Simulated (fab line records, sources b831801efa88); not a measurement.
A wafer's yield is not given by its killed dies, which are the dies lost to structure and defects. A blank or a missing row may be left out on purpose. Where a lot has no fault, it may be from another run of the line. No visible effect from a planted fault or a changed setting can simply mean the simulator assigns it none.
fab line records | flow gf180mcu
record lots=7 | wafers=21 | last_day=34
route steps=602 shown MVSD@70 MVPSD@78
lots that met no fault: from a run of the same line without faults
start_h: hours from the record's first day to the start of the lot's first wafer shown | wait_h: hours from the lot's prior step to this one | " the same as in the row above | L1.1+2: a single row standing in for several wafers | - no value, or no start given | * or withheld: withheld | < > ~ a bound
route shown NAME@n: names a module that has steps shown in the file, with the first one's number in the route | usual: mean/standard deviation of fault-free wafers | same: alike in all rows | chamber/n: place in a boat | sites: per-site readings | _std_site: how widely they spread, as a standard deviation | _edge_site: outer sites' mean less inner sites' | radius_mm: how far each site lies from the wafer's centre | mask NAME#n: copy n | behind: the most recent tool/chamber to have shaped the wafer | hold: the reason the lot was held/the length of the hold in hours/how it ended | device: the n, p or np transistor that did not switch | end of line: at the end of the route, the tests of the same wafers | where a step has no rows: the recipe by itself | killed: not the wafer's yield, but the dies lost to structure and defects at the first sort | map: a wafer's dies, x killed, . not, _ none there
set.NAME: the setting the step ran with; set.NAME@STEP: the setting that earlier step ran with | model.NAME: the simulator's own value behind a step, which no gauge read
a table for each step, a row for each wafer; lots at some steps of the route
services: the hour from which a tool's chamber was out of use, counted from the record's first day as start_h (under 0 if before that day), plus the number of hours and why
## steps
# step GF_MVSD_EXPOSE_04
# recipe mask_id=MVSD | target_cd_nm=1000 | na=0.6 | source_shape=conventional | sigma_outer=0.6 | dose_mj=260
# step GF_MVSD_PEB_05
# recipe temp_c=115 | time_s=withheld
# step GF_MVSD_DEVELOP_06
# recipe wall_angle_deg=90 | develop_time_s=60 | dev_temp_c=23
# step GF_MVSD_OVL_MEAS_07
# usual MVSD_OVL=0.1/1.4
lot.wafer | tool       | chamber | start_h | wait_h | MVSD_OVL[nm]
L868.4    | overlay-02 | -       | 102.39  | -      | 2.3
L868.5    | "          | -       | "       | "      | 2.0
L868.6    | "          | -       | "       | "      | 2.4
L875.2    | overlay-02 | -       | 144.66  | -      | -1.4
L875.5    | "          | -       | "       | "      | -2.0
L875.6    | "          | -       | "       | "      | 1.7
L876.3    | overlay-02 | -       | 148.88  | -      | 0.6
L876.4    | "          | -       | "       | "      | -0.7
L876.6    | "          | -       | "       | "      | 0.2
L877.2    | overlay-02 | -       | 153.26  | -      | -1.5
L877.5    | "          | -       | "       | "      | -1.6
L877.6    | "          | -       | "       | "      | -3.2
L883.3    | overlay-02 | -       | 186.96  | -      | -1.0
L883.4    | "          | -       | "       | "      | 0.8
L883.5    | "          | -       | "       | "      | -0.3
L885.2    | overlay-02 | -       | 201.86  | -      | 1.4
L885.3    | "          | -       | "       | "      | 0.9
L885.6    | "          | -       | "       | "      | 1.1
L887.3    | overlay-01 | -       | 208.32  | -      | 2.0
L887.4    | "          | -       | "       | "      | 1.3
L887.5    | "          | -       | "       | "      | 1.2
# step GF_MVSD_IMPLANT_08
# recipe species=P | energy_kev=400 | dose_cm2=1.6e+13 | tilt_deg=0
# step GF_MVSD_IMPLANT_09
# recipe species=P | energy_kev=100 | dose_cm2=5e+12 | tilt_deg=0
# step GF_MVSD_STRIP_10
# recipe chemistry=O2/N2 | power_w=1400 | pressure_mtorr=1500 | platen_temp_c=250 | o2_flow_sccm=3000 | n2_flow_sccm=300 | overash_fraction=0.5
# usual drypump_motor_current_A=5.9/0.41 | heater_power_w=318/23 | oes_product_au=0.722/0.0046 | strip_time_to_endpoint_s=36.99/0.12
lot.wafer | tool            | chamber | start_h | wait_h | drypump_motor_current_A | heater_power_w | oes_product_au | rf_hours_counter_h | strip_time_to_endpoint_s
L868.4    | plasma_asher-01 | 0       | 102.74  | 0.1    | 5.2                     | 332            | 0.730          | -                  | 36.99
L868.5    | "               | 0       | "       | "      | 5.2                     | 332            | 0.721          | -                  | 37.03
L868.6    | "               | 1       | "       | "      | 6.0                     | 337            | 0.726          | -                  | 37.11
L875.2    | plasma_asher-03 | 0       | 144.99  | 0.1    | 6.3                     | 312            | 0.725          | 53                 | 37.29
L875.5    | "               | 1       | "       | "      | 5.7                     | 306            | 0.723          | -                  | 37.25
L875.6    | "               | 0       | "       | "      | 6.3                     | 314            | 0.718          | -                  | 37.23
L876.3    | plasma_asher-04 | 0       | 149.24  | 0.1    | 6.4                     | 286            | 0.730          | -                  | 36.97
L876.4    | "               | 1       | "       | "      | 5.8                     | 334            | 0.719          | -                  | 36.97
L876.6    | "               | 1       | "       | "      | 5.8                     | 345            | 0.727          | -                  | 37.12
L877.2    | plasma_asher-01 | 1       | 153.59  | 0.1    | 6.0                     | 349            | 0.717          | 43                 | 36.83
L877.5    | "               | 0       | "       | "      | 5.2                     | 328            | 0.726          | -                  | 36.83
L877.6    | "               | 1       | "       | "      | 6.0                     | 335            | 0.725          | -                  | 36.84
L883.3    | plasma_asher-04 | 1       | 187.32  | 0.1    | 5.7                     | 339            | 0.714          | -                  | 36.98
L883.4    | "               | 0       | "       | "      | 6.5                     | 288            | 0.718          | -                  | 37.12
L883.5    | "               | 1       | "       | "      | 5.8                     | 333            | 0.719          | -                  | 37.04
L885.2    | plasma_asher-01 | 0       | 202.19  | 0.1    | 5.2                     | 319            | 0.728          | 49                 | 37.17
L885.3    | "               | 0       | "       | "      | 5.2                     | 327            | 0.719          | -                  | 37.20
L885.6    | "               | 0       | "       | "      | 5.2                     | 331            | 0.721          | -                  | 37.10
L887.3    | plasma_asher-01 | 1       | 208.67  | 0.1    | 6.0                     | 335            | 0.719          | -                  | 36.89
L887.4    | "               | 0       | "       | "      | 5.2                     | 328            | 0.723          | -                  | 37.03
L887.5    | "               | 0       | "       | "      | 5.2                     | 334            | 0.721          | -                  | 36.91
# step GF_MVSD_TW_MEAS_11
# usual MVSD_TW=1582/13
lot.wafer | tool          | chamber | start_h | wait_h | MVSD_TW
L868.4    | film_metro-01 | -       | 102.84  | 0.1    | 1588
L868.5    | "             | -       | "       | "      | 1581
L868.6    | "             | -       | "       | "      | 1584
L875.2    | film_metro-03 | -       | 145.13  | 0.1    | 1583
L875.5    | "             | -       | "       | "      | 1583
L875.6    | "             | -       | "       | "      | 1576
L876.3    | film_metro-03 | -       | 149.33  | 0.1    | 1582
L876.4    | "             | -       | "       | "      | 1587
L876.6    | "             | -       | "       | "      | 1589
L877.2    | film_metro-03 | -       | 153.70  | 0.1    | 1575
L877.5    | "             | -       | "       | "      | 1579
L877.6    | "             | -       | "       | "      | 1586
L883.3    | film_metro-01 | -       | 187.41  | 0.1    | 1589
L883.4    | "             | -       | "       | "      | 1583
L883.5    | "             | -       | "       | "      | 1595
L885.2    | film_metro-01 | -       | 202.30  | 0.1    | 1585
L885.3    | "             | -       | "       | "      | 1586
L885.6    | "             | -       | "       | "      | 1594
L887.3    | film_metro-03 | -       | 208.76  | 0.1    | 1596
L887.4    | "             | -       | "       | "      | 1587
L887.5    | "             | -       | "       | "      | 1585
# step GF_MVPSD_DEHYDRATE_00
# recipe temp_c=200 | time_s=60
# step GF_MVPSD_HMDS_01
# recipe prime_time_s=60 | prime_temp_c=120
# step GF_MVPSD_COAT_02
# recipe spin_rpm=2000 | resist_thk_nm=3000
# step GF_MVPSD_SOFTBAKE_03
# recipe temp_c=110 | time_s=withheld
# step GF_MVPSD_EXPOSE_04
# recipe mask_id=MVPSD | target_cd_nm=1000 | na=0.6 | source_shape=conventional | sigma_outer=0.6 | dose_mj=260
# usual exposure_dose_mJ_cm2=260.00/0.26 | focus_offset_nm=0.1/0.57
lot.wafer | tool             | chamber | start_h | wait_h | mask    | exposure_dose_mJ_cm2 | focus_offset_nm
L868.4    | iline_stepper-01 | 0       | 110.18  | -      | MVPSD#0 | 260.19               | 1.2
L868.5    | "                | 0       | "       | "      | MVPSD#0 | 260.45               | 0.0
L868.6    | "                | 0       | "       | "      | MVPSD#0 | 260.20               | -0.1
L875.2    | iline_stepper-02 | -       | 153.07  | -      | MVPSD#0 | -                    | -
L875.5    | "                | -       | "       | "      | MVPSD#0 | -                    | -
L875.6    | "                | -       | "       | "      | MVPSD#0 | -                    | -
L876.3    | iline_stepper-02 | -       | 157.01  | -      | MVPSD#0 | -                    | -
L876.4    | "                | -       | "       | "      | MVPSD#0 | -                    | -
L876.6    | "                | -       | "       | "      | MVPSD#0 | -                    | -
L877.2    | iline_stepper-02 | -       | 162.14  | -      | MVPSD#0 | -                    | -
L877.5    | "                | -       | "       | "      | MVPSD#0 | -                    | -
L877.6    | "                | -       | "       | "      | MVPSD#0 | -                    | -
L883.3    | iline_stepper-02 | 0       | 195.64  | -      | MVPSD#0 | 260.02               | -0.6
L883.4    | "                | 0       | "       | "      | MVPSD#0 | 259.86               | -0.9
L883.5    | "                | 0       | "       | "      | MVPSD#0 | 259.59               | -0.3
L885.2    | iline_stepper-02 | 0       | 210.69  | -      | MVPSD#0 | 260.02               | 0.2
L885.3    | "                | 0       | "       | "      | MVPSD#0 | 259.96               | 0.5
L885.6    | "                | 0       | "       | "      | MVPSD#0 | 260.00               | -0.2
L887.3    | iline_stepper-02 | 0       | 217.69  | -      | MVPSD#0 | 260.33               | 0.7
L887.4    | "                | 0       | "       | "      | MVPSD#0 | 260.21               | -0.3
L887.5    | "                | 0       | "       | "      | MVPSD#0 | 260.32               | 0.3
# step GF_MVPSD_PEB_05
# recipe temp_c=115 | time_s=withheld
## services
tool             | chamber | start_h | hours | kind
iline_stepper-01 | -       | 98.72   | 2.9   | repair
plasma_asher-04  | -       | 108.75  | 9.0   | pm
plasma_asher-04  | 0       | 108.75  | 9.0   | vent_cycle
plasma_asher-04  | 1       | 108.75  | 9.0   | vent_cycle
iline_stepper-01 | -       | 113.60  | 5.4   | repair
plasma_asher-04  | 0       | 117.75  | -     | clean
plasma_asher-04  | 1       | 117.75  | -     | clean
iline_stepper-02 | -       | 118.99  | 1.7   | pm
plasma_asher-01  | -       | 119.16  | 3.3   | repair
iline_stepper-01 | 0       | 126.42  | -     | calibration
iline_stepper-02 | -       | 133.54  | 0.7   | repair
iline_stepper-01 | -       | 156.62  | 1.7   | pm
iline_stepper-01 | -       | 159.23  | 6.6   | repair
plasma_asher-03  | -       | 184.86  | 2.8   | pm
plasma_asher-03  | -       | 199.22  | 0.7   | repair
plasma_asher-04  | -       | 213.16  | 14.6  | pm
## key
first_sign step=GF_MVPSD_EXPOSE_04 | reading=tool_record | direction=missing
effect none on later readings
met_at GF_MVPSD_EXPOSE_04
struck_wafers L875.2,L875.5,L875.6,L876.3,L876.4,L876.6,L877.2,L877.5,L877.6
sort_left_out L875.2,L875.5,L875.6,L876.3,L876.4,L876.6,L877.2,L877.5,L877.6
tester_left_out L875,L876,L877
fault kind=skipped_step_whole | tool=iline_stepper-02 | chamber=- | onset_h=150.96 | steps=GF_MVPSD_EXPOSE_04 | scope=struck_lots_only
# tester_left_out: of these lots the tester's yield and bins aren't shown, on N5 and GAA mostly nor the transistor test; their killed dies are dies lost to structure and defects alone, not to doping, threshold or leakage, so they don't give the yield
# sort_left_out: the simulated sort isn't trusted on such a fault, so these wafers' sort isn't shown, and their yield isn't known
